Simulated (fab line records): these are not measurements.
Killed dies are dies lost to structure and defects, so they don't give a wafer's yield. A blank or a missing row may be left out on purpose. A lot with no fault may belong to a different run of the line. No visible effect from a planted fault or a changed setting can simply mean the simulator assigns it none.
What tool caused it? | flow gf180mcu | 14 lots, 39 wafers sampled, at 4 steps of a route of 602

WHAT THE GAUGES READ, wafer by wafer
GF_LVPWELL_OVL_MEAS_07. Usual: LVPWELL_OVL typically reads 0.4 nm, with standard deviation 1.3.
lot  | measured    | on         | LVPWELL_OVL (nm) | flag
L906 | day 3 20:58 | overlay-01 | -1.1 -0.7 1.4    |
L907 | day 4 02:38 | overlay-01 | 1.0 1.7 0.4      |
L908 | day 4 07:46 | overlay-01 | -1.1 1.2 -0.4    |
L909 | day 4 15:37 | overlay-01 | 0.6 -1.1 0.3     |
L910 | day 4 19:58 | overlay-02 | -0.6 1.9 0.8     |
L911 | day 5 00:52 | overlay-02 | 3.6 2.2 2.3      |
L912 | day 5 08:52 | overlay-01 | 0.5 0.0 -1.0     |
L913 | day 5 14:43 | overlay-01 | -0.1 -0.6 2.2    |
L914 | day 5 16:50 | overlay-02 | 1.7 1.2 2.8      |
L915 | day 5 23:16 | overlay-02 | -0.9 -1.1 -0.2   |
L922 | day 7 15:40 | overlay-02 | 0.9 1.5          |
L923 | day 7 19:58 | overlay-02 | 0.8 -0.1         |
L924 | day 8 05:31 | overlay-02 | 3.5 3.2          |
L929 | day 9 12:32 | overlay-02 | -1.9 -1.3 -1.4   |

GF_VT_IMPLANT_OVL_MEAS_18. Usual: VT_IMPLANT_01_OVL typically reads 0.2 nm, with standard deviation 1.3.
lot  | measured     | on         | VT_IMPLANT_01_OVL (nm) | flag
L906 | day 6 05:55  | overlay-02 | 1.3 -1.5 0.2           |
L907 | day 6 11:49  | overlay-01 | -2.2 -2.2 -1.8         |
L908 | day 6 18:01  | overlay-01 | 0.1 -0.7 0.4           |
L909 | day 7 03:07  | overlay-01 | -1.3 -0.5 -1.6         |
L910 | day 7 08:43  | overlay-01 | 0.3 -1.0 -0.3          |
L911 | day 7 15:19  | overlay-02 | 1.1 1.6 -0.6           |
L912 | day 7 23:07  | overlay-01 | -0.9 -0.4 -0.5         |
L913 | day 8 04:16  | overlay-02 | -1.3 -0.5 0.3          |
L914 | day 8 08:07  | overlay-02 | 1.0 1.3 1.5            |
L915 | day 8 13:34  | overlay-02 | 1.0 2.7 2.2            |
L922 | day 10 12:28 | overlay-01 | 0.8 -1.5               |
L923 | day 10 15:10 | overlay-02 | 0.8 0.6                |
L924 | day 11 01:46 | overlay-01 | -0.4 2.3               |
L929 | day 12 14:55 | overlay-01 | -0.4 -1.3 -1.3         |

EACH LOT AND THE TOOL THAT RAN IT (in order: tool; ch and the chambers of the sampled wafers; start)
lot  | GF_STI_CMP_25                | GF_DNWELL_STRIP_08
L906 | cmp-02 ch 0,2, day 2 04:05   | plasma-asher-02 ch 0,1, day 2 18:37
L907 | cmp-01 ch 1,2,3, day 2 08:45 | plasma-asher-03 ch 0,1, day 3 00:26
L908 | cmp-02 ch 1,2, day 2 14:09   | plasma-asher-02 ch 0,1, day 3 05:16
L909 | cmp-02 ch 0,1,3, day 2 19:25 | plasma-asher-02 ch 0,1, day 3 12:52
L910 | cmp-01 ch 0,2,3, day 3 01:09 | plasma-asher-03 ch 0, day 3 16:58
L911 | cmp-02 ch 1,3, day 3 05:04   | plasma-asher-02 ch 1, day 3 20:31
L912 | cmp-02 ch 2,3, day 3 11:35   | plasma-asher-01 ch 0,1, day 4 04:31
L913 | cmp-02 ch 0,2,3, day 3 17:40 | plasma-asher-01 ch 0,1, day 4 09:13
L914 | cmp-01 ch 0,2,3, day 3 21:14 | plasma-asher-03 ch 0,1, day 4 12:28
L915 | cmp-01 ch 1,3, day 4 01:43   | plasma-asher-01 ch 0,1, day 4 18:22
L922 | cmp-01 ch 0,1, day 5 13:28   | plasma-asher-03 ch 1, day 6 07:58
L923 | cmp-01 ch 0,1, day 5 20:25   | plasma-asher-02 ch 0,1, day 6 12:40
L924 | cmp-01 ch 1,2, day 6 03:31   | plasma-asher-02 ch 0,1, day 6 21:03
L929 | cmp-02 ch 1,2, day 7 05:49   | plasma-asher-03 ch 0,1, day 8 03:09
- GF_STI_CMP_25: polishes, stops on Si3N4, t overpolish 33 s, target thk 524.6 nm.
- GF_DNWELL_STRIP_08: strips in O2/N2.

AS READ BY THE TOOLS THEMSELVES (means over the sampled wafers that have a number; for cases with no such wafer, the mark the record gives instead)
GF_STI_CMP_25. Usual: motor-current-A 12.4 A, standard deviation 1.1; overpolish-run-s 32.999 s, standard deviation 0.0092; slurry-flow-ml-min 150.0, standard deviation 0.46; time-to-endpoint-s 124 s, standard deviation 6.7.
lot  | tool   | motor-current-A (A) | overpolish-run-s (s) | slurry-flow-ml-min | time-to-endpoint-s (s) | flag
L906 | cmp-02 | 12.0                | 32.996               | 149.7              | 123                    |
L907 | cmp-01 | 13.3                | 32.998               | 150.2              | 123                    |
L908 | cmp-02 | 11.6                | 33.007               | 150.3              | 123                    |
L909 | cmp-02 | 12.6                | 32.998               | 150.0              | 123                    |
L910 | cmp-01 | 12.2                | 33.005               | 149.7              | 122                    |
L911 | cmp-02 | 12.0                | 33.000               | 149.8              | 129                    |
L912 | cmp-02 | 11.4                | 33.000               | 149.9              | 123                    |
L913 | cmp-02 | 12.4                | 32.990               | 149.9              | 134                    |
L914 | cmp-01 | 12.6                | 32.999               | 149.6              | 121                    |
L915 | cmp-01 | 12.4                | 33.001               | 150.2              | 123                    |
L922 | cmp-01 | 11.4                | 32.989               | 149.9              | 174                    | OFF
L923 | cmp-01 | 12.2                | 32.993               | 150.2              | 176                    | OFF
L924 | cmp-01 | 13.4                | 33.001               | 150.3              | 170                    | OFF
L929 | cmp-02 | 11.5                | 33.005               | 150.1              | 134                    |

GF_DNWELL_STRIP_08. Usual: drypump-motor-current-A 5.95 A, standard deviation 0.29; heater-power-w 310 W, standard deviation 17; o2-flow-sccm 3002 sccm, standard deviation 8.9; oes-product-au 0.722 a.u., standard deviation 0.0045; strip-time-to-endpoint-s 37.02 s, standard deviation 0.098.
lot  | tool            | drypump-motor-current-A (A) | heater-power-w (W) | o2-flow-sccm (sccm) | oes-product-au (a.u.) | strip-time-to-endpoint-s (s) | flag
L906 | plasma-asher-02 | 6.22                        | 324                | 3002                | 0.723                 | 37.06                        |
L907 | plasma-asher-03 | 5.78                        | 288                | 3001                | 0.723                 | 36.99                        |
L908 | plasma-asher-02 | 5.96                        | 322                | 2997                | 0.725                 | 37.03                        |
L909 | plasma-asher-02 | 5.98                        | 319                | 3001                | 0.721                 | 37.01                        |
L910 | plasma-asher-03 | 5.76                        | 289                | 3006                | 0.723                 | 36.97                        |
L911 | plasma-asher-02 | 5.74                        | 312                | 3010                | 0.722                 | 37.14                        |
L912 | plasma-asher-01 | 5.99                        | 307                | 2989                | 0.723                 | 37.04                        |
L913 | plasma-asher-01 | 5.97                        | 314                | 3000                | 0.721                 | 36.90                        |
L914 | plasma-asher-03 | 5.80                        | 286                | 3001                | 0.721                 | 36.97                        |
L915 | plasma-asher-01 | 5.84                        | 311                | 3007                | 0.719                 | 36.99                        |
L922 | plasma-asher-03 | 5.85                        | 289                | 2992                | 0.727                 | 36.86                        |
L923 | plasma-asher-02 | 6.05                        | 328                | 3001                | 0.726                 | 36.98                        |
L924 | plasma-asher-02 | 6.08                        | 320                | 2986                | 0.726                 | 36.95                        |
L929 | plasma-asher-03 | 5.81                        | 282                | 3003                | 0.723                 | 36.96                        |

THE ANSWER, worked out from the rows above alone
Rule: lot off if the mean of its wafers having a number is beyond 3 standard deviations from the usual mean. A lot without any number at a reading at which 4 lots or more have one is off too. Any other lot the step has rows for is counted as sound. After the gauges, taken in route order, come the tools' own readings; for these a lot's mean is taken, as printed above. At the first step where some lot is off, the reading lying furthest off is the one used; lots without a number count as furthest.
Off, at GF_STI_CMP_25 on time-to-endpoint-s: L922, L923, L924.
If a tool, at that step or one of the process steps before it, ran each lot that is off and ran no sound lot following the first of them, it fits. One fits: GF_STI_CMP_25 on cmp-01. Its last sound lot is L915 (day 4 01:43), its first lot that is off L922 (day 5 13:28): a fault that began between those two fits.
The tool's own readings at GF_STI_CMP_25 bear it out: on the lots that are off they differ by more than 5 times the standard deviation of the sound lots' means. time-to-endpoint-s reads 173 s there against 125 s on the sound lots.

WHAT THE SIMULATOR PUT IN
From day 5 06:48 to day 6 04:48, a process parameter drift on cmp-01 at GF_STI_CMP_25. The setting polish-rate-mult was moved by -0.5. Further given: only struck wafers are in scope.
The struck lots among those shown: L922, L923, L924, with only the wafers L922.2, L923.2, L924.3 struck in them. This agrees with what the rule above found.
